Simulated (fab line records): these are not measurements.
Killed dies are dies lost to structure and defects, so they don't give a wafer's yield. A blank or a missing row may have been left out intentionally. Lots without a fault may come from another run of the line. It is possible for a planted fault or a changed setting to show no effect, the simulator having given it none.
A struck lot beside a sound one + flow sky130 + 14 out of 708 route steps
Sound: wafers L748.3, L748.5, L748.6. Struck: wafers L760.1, L760.4, L760.6. At the end, the cause is stated.
Per side, at each step with rows, come the tool, then ch with its chambers, and then its first start. Under that, the readings that differ: sound wafers + struck wafers + difference of the means + sigmas: that difference in standard deviations of wafers without a fault.
alike: same words and numbers on both sides, and readings whose means sit less than 2 such deviations apart. not compared: any withheld reading, any reading some wafer has no value for, any bound like >300 that may hide the same value, and any number with overlapping values for which the record gives no deviation.
A row with sigmas, a row that says differs or no value, or rows on one side alone: a step with any of these is where the two part. Numbers that don't overlap but have no deviation are shown without sigmas and don't part them. A reading that every wafer of one side lacks parts them only if that side has two wafers or more.

SKY_CAPM_METAL_ETCH_13: etches TiN in Cl2/BCl3, stops on SiO2, target depth 220 nm, time 62.9 s.
  sound on rie metal-03 ch 0,1, day 41 13:10; struck on rie metal-04 ch 0, day 44 01:20
| reading                     | sound       | struck      | difference | sigmas |
|-----------------------------|-------------|-------------|------------|--------|
| drypump motor current A (A) | 5.6 5.0 5.5 | 6.1 6.1 6.1 | +0.7       | +2     |
  alike: oes product au, throttle valve pct
  not compared: rf hours counter h
SKY_CAPM_STRIP_14: strips in O2/N2.
  sound on plasma asher-01 ch 0,1, day 41 13:16; struck on plasma asher-01 ch 0,1, day 44 01:29
  alike: drypump motor current A, oes product au, strip time to endpoint s
  not compared: rf hours counter h
then, 10 steps without rows for these wafers: SKY_CAPM_STRIP_15 (strips in post etch residue remover, time 1200 s); SKY_CAPM_CLEAN_16 (cleans in IPA, time 180 s); SKY_CAPM_CLEAN_17 (cleans in O3/DIW); SKY_METAL3_DEHYDRATE_05 (time 60 s); SKY_METAL3_HMDS_06 (prime time 60 s); SKY_METAL3_COAT_07 (resist thk 60 nm); SKY_METAL3_COAT_08 (resist thk 1140 nm); SKY_METAL3_SOFTBAKE_09 (time 90 s); SKY_METAL3_EXPOSE_10 (exposes mask MM3, target cd 300 nm); SKY_METAL3_PEB_11.
SKY_METAL3_DEVELOP_12: develop time 60 s.
  struck on litho track-04, day 44 23:00; sound on litho track-04 ch 0, day 42 12:00
  no value came back on the struck wafers for chill plate temp C (C), develop time s (s); on the sound wafers chill plate temp C (C) reads 23.09 23.00 23.07
| reading                                       | sound          | struck         | difference | sigmas |
|-----------------------------------------------|----------------|----------------|------------|--------|
| model.KrF-thick_of_METAL3_COAT_08.thk nm (nm) | 1127 1128 1126 | 1142 1134 1138 | +11        |        |
SKY_METAL3_CD_MEAS_13 targets a cd of 300 nm.
  sound on cd sem-01 at day 42 12:50; struck on cd sem-01 at day 45 00:00
| reading    | sound             | struck | difference                    | sigmas |
|------------|-------------------|--------|-------------------------------|--------|
| cd nm (nm) | 300.0 300.6 299.5 | - - -  | no value on the struck wafers |        |

WHERE THEY PART
First at SKY_CAPM_METAL_ETCH_13; last, within this record, at SKY_METAL3_CD_MEAS_13.

WHY: the cause the simulator had injected
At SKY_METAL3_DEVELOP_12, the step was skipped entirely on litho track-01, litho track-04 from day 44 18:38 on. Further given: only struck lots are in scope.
